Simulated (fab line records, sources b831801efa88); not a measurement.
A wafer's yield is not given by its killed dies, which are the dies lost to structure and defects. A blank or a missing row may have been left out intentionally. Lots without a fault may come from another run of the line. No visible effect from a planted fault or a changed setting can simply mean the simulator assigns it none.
Struck lot and sound lot, side by side	flow sky130	14 out of 708 route steps
Sound: wafers L393.2, L393.3, L393.5. Wafers L407.3, L407.5, L407.6 were the ones struck. The cause comes at the end.
At each step with rows: each side's tool, then ch and its chambers, then its first start. Under that, the readings that differ: sound wafers	struck wafers	difference of the means	sigmas: that difference in standard deviations of wafers without a fault.
alike: words and numbers the same on both sides, and readings whose means are apart by under 2 such deviations; not compared: readings that were withheld, readings missing a value for some wafer, numbers with overlapping values and no deviation given by the record, and bounds like >300 which may hide the same value.
The two part at a step that has a row with sigmas, a row that says differs or no value, or rows on one side only. Numbers that have no deviation but don't overlap get no sigmas and don't part them. A reading missing from all wafers of one side parts the sides only when that side holds two or more wafers.

first, 3 steps without rows for these wafers: SKY_METAL2_EXPOSE_12 (exposes mask MM2, target cd 140 nm); SKY_METAL2_PEB_13; SKY_METAL2_DEVELOP_14 (develop time 60 s).
SKY_METAL2_CD_MEAS_15: target cd 140 nm.
  sound: cdSem-01 at day 35 17:16; struck: cdSem-01 at day 39 16:17
reading	sound	struck	difference	sigmas
cdNm (nm)	142.6 142.4 141.2	136.1 136.0 138.7	-5.1	-3
SKY_METAL2_OVL_MEAS_16:
  sound: overlay-01 at day 35 17:22; struck: overlay-01 at day 39 16:23
  alike: METAL2_OVL
SKY_METAL2_DESCUM_17: chemistry O2, time 8 s.
  sound on rieMetal-03 ch 0, day 35 17:24; struck on rieMetal-02 ch 0,1, day 39 16:25
  alike: drypumpMotorCurrentA, oesProductAu
  not compared: rfHoursCounterH
SKY_METAL2_ETCH_18: etches BARC in N2/H2, stops on SiO2, time 45.9 s, target depth 60 nm.
  sound on rieMetal-03 ch 0, day 35 17:26; struck on rieMetal-02 ch 0,1, day 39 16:27
  alike: drypumpMotorCurrentA, oesProductAu, throttleValvePct
  not compared: rfHoursCounterH
SKY_METAL2_METAL_ETCH_19: etches the open film in Cl2/BCl3, stops on SiO2, target depth 360 nm, time 78 s.
  sound on rieMetal-03 ch 0, day 35 17:29; struck on rieMetal-02 ch 0,1, day 39 16:31
  alike: drypumpMotorCurrentA, mfcCl2Sccm, oesProductAu, throttleValvePct
  not compared: rfHoursCounterH
SKY_METAL2_STRIP_20: strips in O2/N2.
  sound on plasmaAsher-03 ch 0, day 35 17:35; struck on plasmaAsher-01 ch 0,1, day 39 16:37
  alike: drypumpMotorCurrentA, oesProductAu, stripTimeToEndpointS
  not compared: rfHoursCounterH
then, 3 steps without rows for these wafers: SKY_METAL2_STRIP_21 (strips in post etch residue remover, time 1200 s); SKY_METAL2_CLEAN_22 (cleans in IPA, time 180 s); SKY_METAL2_CLEAN_23 (cleans in O3/DIW).
SKY_VIA2_HDPCVD_00: deposits SiO2, target thk 1180 nm, time 196.7 s.
  sound on hdpcvd-01 ch 1,2, day 35 18:11; struck on hdpcvd-02 ch 1,2, day 39 17:14
  no value came back on the struck wafers for pressureMtorr (mTorr), runLengthS (s); on the sound wafers pressureMtorr (mTorr) reads 5.997 6.008 6.018
SKY_PAD_OPEN_PROBE_99:
  rows exist in the record for the sound wafers here (prober-01, day 46 04:22), none for the struck ones

== WHERE THEY PART ==
Earliest at SKY_METAL2_CD_MEAS_15; latest, in this record, at SKY_PAD_OPEN_PROBE_99.

WHY: what had been put in by the simulator
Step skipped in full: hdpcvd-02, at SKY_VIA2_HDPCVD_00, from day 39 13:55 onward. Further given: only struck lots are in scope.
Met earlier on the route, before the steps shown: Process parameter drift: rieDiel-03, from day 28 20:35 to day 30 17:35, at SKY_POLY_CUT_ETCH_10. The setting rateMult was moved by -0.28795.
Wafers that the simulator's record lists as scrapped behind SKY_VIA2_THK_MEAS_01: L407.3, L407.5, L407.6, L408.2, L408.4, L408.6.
